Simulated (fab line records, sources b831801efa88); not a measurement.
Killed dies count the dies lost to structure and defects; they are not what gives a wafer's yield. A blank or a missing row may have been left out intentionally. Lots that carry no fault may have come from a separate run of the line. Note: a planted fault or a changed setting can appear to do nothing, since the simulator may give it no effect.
Which tool did it? || flow sky130 || 13 lots with 39 wafers sampled at 3 steps, on a route of 708 steps

## WHAT THE GAUGES SHOWED, per wafer
SKY_SONOS_ONO_THK_MEAS_01. Usual: for SONOS_ONO_OXIDATION_THK the level is 2.59 nm and the standard deviation is 0.061.
{"lot": "L606", "measured": "day 11 10:41", "on": "film_metro-03", "SONOS_ONO_OXIDATION_THK (nm)": "2.55 2.54 2.50", "flag": ""}
{"lot": "L609", "measured": "day 12 20:56", "on": "film_metro-02", "SONOS_ONO_OXIDATION_THK (nm)": "2.65 2.62 2.72", "flag": ""}
{"lot": "L612", "measured": "day 13 13:19", "on": "film_metro-02", "SONOS_ONO_OXIDATION_THK (nm)": "2.56 2.61 2.65", "flag": ""}
{"lot": "L613", "measured": "day 13 21:48", "on": "film_metro-03", "SONOS_ONO_OXIDATION_THK (nm)": "2.53 2.58 2.62", "flag": ""}
{"lot": "L615", "measured": "day 14 12:01", "on": "film_metro-04", "SONOS_ONO_OXIDATION_THK (nm)": "2.66 2.63 2.62", "flag": ""}
{"lot": "L618", "measured": "day 15 11:39", "on": "film_metro-02", "SONOS_ONO_OXIDATION_THK (nm)": "2.61 2.72 2.69", "flag": ""}
{"lot": "L619", "measured": "day 15 21:55", "on": "film_metro-04", "SONOS_ONO_OXIDATION_THK (nm)": "2.67 2.68 2.65", "flag": ""}
{"lot": "L620", "measured": "day 16 05:32", "on": "film_metro-02", "SONOS_ONO_OXIDATION_THK (nm)": "2.55 2.59 2.63", "flag": ""}
{"lot": "L621", "measured": "day 16 10:48", "on": "film_metro-04", "SONOS_ONO_OXIDATION_THK (nm)": "2.68 2.65 2.65", "flag": ""}
{"lot": "L622", "measured": "day 16 20:10", "on": "film_metro-03", "SONOS_ONO_OXIDATION_THK (nm)": "2.51 2.52 2.56", "flag": ""}
{"lot": "L623", "measured": "day 17 03:28", "on": "film_metro-03", "SONOS_ONO_OXIDATION_THK (nm)": "2.51 2.48 2.54", "flag": ""}
{"lot": "L624", "measured": "day 17 09:41", "on": "film_metro-02", "SONOS_ONO_OXIDATION_THK (nm)": "2.66 2.62 2.61", "flag": ""}
{"lot": "L628", "measured": "day 18 18:05", "on": "film_metro-04", "SONOS_ONO_OXIDATION_THK (nm)": "2.53 2.55 2.59", "flag": ""}

SKY_LDD_P_TW_MEAS_11. Usual: for LDD_P_TW the level is 639.9 and the standard deviation is 2.8.
{"lot": "L606", "measured": "day 18 19:17", "on": "film_metro-04", "LDD_P_TW": "640.5 636.8 637.8", "flag": ""}
{"lot": "L609", "measured": "day 20 18:08", "on": "film_metro-02", "LDD_P_TW": "646.1 640.3 640.2", "flag": ""}
{"lot": "L612", "measured": "day 21 14:10", "on": "film_metro-01", "LDD_P_TW": "636.7 636.3 640.1", "flag": ""}
{"lot": "L613", "measured": "day 22 04:19", "on": "film_metro-02", "LDD_P_TW": "643.6 642.9 642.4", "flag": ""}
{"lot": "L615", "measured": "day 22 14:14", "on": "film_metro-01", "LDD_P_TW": "639.6 636.6 643.0", "flag": ""}
{"lot": "L618", "measured": "day 23 16:22", "on": "film_metro-02", "LDD_P_TW": "639.6 642.9 641.5", "flag": ""}
{"lot": "L619", "measured": "day 24 01:57", "on": "film_metro-01", "LDD_P_TW": "635.9 637.4 636.8", "flag": ""}
{"lot": "L620", "measured": "day 24 12:19", "on": "film_metro-02", "LDD_P_TW": "642.4 640.8 640.1", "flag": ""}
{"lot": "L621", "measured": "day 24 12:38", "on": "film_metro-04", "LDD_P_TW": "639.5 638.7 640.1", "flag": ""}
{"lot": "L622", "measured": "day 24 23:36", "on": "film_metro-01", "LDD_P_TW": "636.0 638.9 635.7", "flag": ""}
{"lot": "L623", "measured": "day 25 11:32", "on": "film_metro-04", "LDD_P_TW": "644.9 641.8 644.5", "flag": ""}
{"lot": "L624", "measured": "day 25 14:32", "on": "film_metro-01", "LDD_P_TW": "639.4 639.4 641.8", "flag": ""}
{"lot": "L628", "measured": "day 26 22:52", "on": "film_metro-04", "LDD_P_TW": "638.4 639.4 637.9", "flag": ""}

## WHICH TOOL RAN EACH LOT (tool, then ch and the chambers of the sampled wafers, then the start)
{"lot": "L606", "SKY_NWELL_EXPOSE_20": "iline_stepper-02 ch 0, day 4 20:26"}
{"lot": "L609", "SKY_NWELL_EXPOSE_20": "iline_stepper-02 ch 0, day 5 23:22"}
{"lot": "L612", "SKY_NWELL_EXPOSE_20": "iline_stepper-01 ch 0, day 6 12:42"}
{"lot": "L613", "SKY_NWELL_EXPOSE_20": "iline_stepper-02 ch 0, day 6 17:52"}
{"lot": "L615", "SKY_NWELL_EXPOSE_20": "iline_stepper-01 ch 0, day 7 05:34"}
{"lot": "L618", "SKY_NWELL_EXPOSE_20": "iline_stepper-02 ch 0, day 7 22:29"}
{"lot": "L619", "SKY_NWELL_EXPOSE_20": "iline_stepper-01 ch 0, day 8 04:47"}
{"lot": "L620", "SKY_NWELL_EXPOSE_20": "iline_stepper-01 ch 0, day 8 10:34"}
{"lot": "L621", "SKY_NWELL_EXPOSE_20": "iline_stepper-01 ch 0, day 8 14:48"}
{"lot": "L622", "SKY_NWELL_EXPOSE_20": "iline_stepper-01 ch 0, day 8 20:30"}
{"lot": "L623", "SKY_NWELL_EXPOSE_20": "iline_stepper-02 ch 0, day 9 02:17"}
{"lot": "L624", "SKY_NWELL_EXPOSE_20": "iline_stepper-02 ch 0, day 9 09:39"}
{"lot": "L628", "SKY_NWELL_EXPOSE_20": "iline_stepper-02 ch 0, day 10 08:46"}
- SKY_NWELL_EXPOSE_20: exposes mask NWM COMPLEMENT, target cd 840 nm.

## WHAT THE TOOLS THEMSELVES READ (means of the sampled wafers that have a number; where no wafer has one, the mark that the record gives instead)
The record holds no such reading with a usual standard deviation.

## THE ANSWER, worked out from the rows above alone
Rule: lot off if the mean of its wafers having a number is beyond 3 standard deviations from the usual mean. Also off: a lot with no number at a reading for which 4 or more lots have one. Any other lot the step has rows for is counted as sound. After the gauges, taken in route order, come the tools' own readings; for these a lot's mean is taken, as printed above. At the first step where some lot is off, the reading lying furthest off is the one used; lots without a number count as furthest.
No lot is off at any reading shown: from this, nothing can be told.

## WHAT THE SIMULATOR PUT IN
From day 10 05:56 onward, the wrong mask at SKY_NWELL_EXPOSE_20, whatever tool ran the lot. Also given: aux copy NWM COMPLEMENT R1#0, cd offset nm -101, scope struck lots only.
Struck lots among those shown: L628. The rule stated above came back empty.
